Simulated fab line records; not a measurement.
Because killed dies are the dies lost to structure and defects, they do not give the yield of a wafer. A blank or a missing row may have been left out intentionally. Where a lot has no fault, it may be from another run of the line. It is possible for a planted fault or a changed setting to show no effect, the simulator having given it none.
A struck lot beside a sound one / flow sky130 / 43 out of 708 route steps
Sound: the wafers L910.2, L910.4, L910.6. Wafers L921.1, L921.2, L921.5 were the ones struck. Last of all comes the cause.
Order at every step that has rows: each side's tool, ch and its chambers, its first start. Under that, the readings that differ: sound wafers / struck wafers / difference of the means / sigmas: that difference in standard deviations of wafers without a fault.
alike: readings with means less than 2 such deviations apart, plus words and numbers identical on both sides. not compared: withheld readings, readings lacking a value on some wafer, bounds such as >300 that could conceal the same value, and numbers that have no deviation in the record and whose values overlap.
A row with sigmas, a row that says differs or no value, or rows on one side alone: a step with any of these is where the two part. Numbers that don't overlap but have no deviation are shown without sigmas and don't part them. A reading that every wafer of one side lacks parts them only if that side has two wafers or more.

SKY_VIA4_ETCH_12: etches SiO2 in C4F8/O2/Ar, stops on TiN, target depth 580 nm.
  sound on rieDiel-04 ch 0,2, day 46 01:33; struck on rieDiel-03 ch 1,2, day 47 19:54
  alike: chamberPressureMTorr, oesProductAu
then, 4 steps without rows for these wafers: SKY_VIA4_STRIP_13 (strips in O2/N2); SKY_VIA4_STRIP_14 (strips in post etch residue remover, time 1200 s); SKY_VIA4_CLEAN_15 (cleans in IPA, time 180 s); SKY_VIA4_CLEAN_16 (cleans in O3/DIW).
SKY_VIA4_SPUTTER_17: material TiN, target thk 20 nm, time 80 s.
  sound: pvdSputter-02 at day 46 02:13; struck: pvdSputter-02 at day 47 20:50
  alike: throttleValvePct
then, 1 step without rows for these wafers: SKY_VIA4_CVD_18 (deposits W, target thk 505 nm, time 152.14 s).
SKY_VIA4_RS_MEAS_19: uses a four-point probe to measure.
  sound: filmMetro-04 at day 46 02:26; struck: filmMetro-01 at day 47 21:03
  alike: VIA4_W_RS
SKY_VIA4_THK_MEAS_20: measures by xrf.
  sound: filmMetro-04 at day 46 02:33; struck: filmMetro-01 at day 47 21:10
reading=VIA4_W_THK (nm); sound=488 501 487; struck=498 523 530; difference=+25; sigmas=+2
then, 1 step without rows for these wafers: SKY_VIA4_CMP_21 (polishes, stops on SiO2, t overpolish 25 s, target thk 0 nm).
SKY_METAL5_SPUTTER_00: material Ti, target thk 15 nm, time 10 s.
  sound: pvdSputter-01 at day 46 02:54; struck: pvdSputter-01 at day 47 21:33
  alike: throttleValvePct
then, 1 step without rows for these wafers: SKY_METAL5_SPUTTER_01 (material TiN, target thk 20 nm, time 16.7 s).
SKY_METAL5_SPUTTER_02: material AlCu, target thk 1150 nm, time 61.2 s.
  sound: pvdSputter-01 at day 46 02:57; struck: pvdSputter-01 at day 47 21:36
  alike: throttleValvePct
then, 1 step without rows for these wafers: SKY_METAL5_SPUTTER_03 (material Ti, target thk 5 nm, time 3.3 s).
SKY_METAL5_SPUTTER_04: material TiN, target thk 70 nm, time 58.3 s.
  sound: pvdSputter-01 at day 46 03:01; struck: pvdSputter-01 at day 47 21:40
  alike: throttleValvePct
SKY_METAL5_RS_MEAS_05: uses a four-point probe to measure.
  sound: filmMetro-04 at day 46 03:05; struck: filmMetro-04 at day 47 21:43
  alike: METAL5_ALCU_RS
SKY_METAL5_THK_MEAS_06: measures by xrf.
  sound: filmMetro-04 at day 46 03:12; struck: filmMetro-04 at day 47 21:50
  alike: METAL5_ALCU_THK
then, 14 steps without rows for these wafers: SKY_METAL5_DEHYDRATE_07 (time 60 s); SKY_METAL5_HMDS_08 (prime time 60 s); SKY_METAL5_COAT_09 (resist thk 1800 nm); SKY_METAL5_SOFTBAKE_10 (time 60 s); SKY_METAL5_EXPOSE_11 (exposes mask MM5, target cd 1600 nm); SKY_METAL5_PEB_12; SKY_METAL5_DEVELOP_13 (develop time 60 s); SKY_METAL5_DESCUM_14 (chemistry O2, time 11 s); SKY_METAL5_METAL_ETCH_15 (etches the open film in Cl2/BCl3, stops on SiO2, target depth 1260 nm, time 252 s); SKY_METAL5_STRIP_16 (strips in O2/N2); SKY_METAL5_STRIP_17 (strips in post etch residue remover, time 1200 s); SKY_METAL5_CLEAN_18 (cleans in IPA, time 180 s); SKY_METAL5_CLEAN_19 (cleans in O3/DIW); SKY_PASSIVATION_CVD_00 (deposits SiO2, target thk 90 nm).
SKY_PASSIVATION_THK_MEAS_01:
  sound: filmMetro-02 at day 47 00:18; struck: filmMetro-01 at day 48 18:10
  alike: PASSIVATION_CVD_00_THK
then, 1 step without rows for these wafers: SKY_PASSIVATION_CVD_02 (deposits Si3N4, target thk 540 nm).
SKY_PASSIVATION_THK_MEAS_03:
  sound: filmMetro-02 at day 47 00:35; struck: filmMetro-02 at day 48 18:26
  alike: PASSIVATION_CVD_02_THK
then, 7 steps without rows for these wafers: SKY_PASSIVATION_DEHYDRATE_04 (time 60 s); SKY_PASSIVATION_HMDS_05 (prime time 60 s); SKY_PASSIVATION_COAT_06 (resist thk 3000 nm); SKY_PASSIVATION_SOFTBAKE_07; SKY_PASSIVATION_EXPOSE_08 (exposes mask NSM, target cd 3000 nm); SKY_PASSIVATION_PEB_09; SKY_PASSIVATION_DEVELOP_10 (develop time 60 s).
SKY_PASSIVATION_ETCH_11: etches the open film in CF4/O2, stops on AlCu, target depth 725 nm, time 161.1 s.
  sound on rieDiel-01 ch 1,2,3, day 47 19:34; struck on rieDiel-04 ch 0,1,3, day 49 12:01
  alike: chamberPressureMTorr, drypumpMotorCurrentA, oesProductAu, throttleValvePct
  not compared: rfHoursCounterH
SKY_PAD_OPEN_PROBE_99:
  sound: prober-02 at day 48 17:19; struck: prober-01 at day 50 06:49
reading=hold; sound=- - -; struck=awaitDispo/15.1h/release awaitDispo/15.1h/release awaitDispo/15.1h/release; difference=no value on the sound wafers; sigmas=
reading=defectLimitedYield (%); sound=82.3 81.7 82.7; struck=77.4 74.0 79.5; difference=-5.3; sigmas=-3
reading=killed_at_M4_up; sound=7 4 2; struck=29 53 29; difference=+33; sigmas=+18
reading=killedDies; sound=87 90 85; struck=111 128 101; difference=+26; sigmas=+3
reading=sort_bin_5_function (%); sound=9.1 11.4 10.4; struck=15.7 17.3 12.2; difference=+4.8; sigmas=+3
reading=sortNPass; sound=405 402 407; struck=381 364 391; difference=-26; sigmas=-3
reading=sortYieldPct (%); sound=82.3 81.7 82.7; struck=77.4 74.0 79.5; difference=-5.3; sigmas=-3
reading=model.etest.tester.sortNPass; sound=405 402 407; struck=381 364 391; difference=-26; sigmas=
reading=model.etest.tester.sortYieldPct (%); sound=82.32 81.71 82.72; struck=77.44 73.98 79.47; difference=-5.29; sigmas=
reading=model.etest.tester.sort_bin_5_pct (%); sound=9.146 11.38 10.37; struck=15.65 17.28 12.2; difference=+4.74; sigmas=
  alike: killed_at_M0_to_M3, killedAtContacts, killedAtFrontEnd, killedAtOther, killedOpen, killedShort, sort_bin_3_pad_short, sort_bin_6_memory
  not compared: model.etest.tester.sort_bin_3_pct

== WHERE THEY PART ==
Earliest at SKY_VIA4_THK_MEAS_20; latest, in this record, at SKY_PAD_OPEN_PROBE_99.

WHY: what had been put in by the simulator
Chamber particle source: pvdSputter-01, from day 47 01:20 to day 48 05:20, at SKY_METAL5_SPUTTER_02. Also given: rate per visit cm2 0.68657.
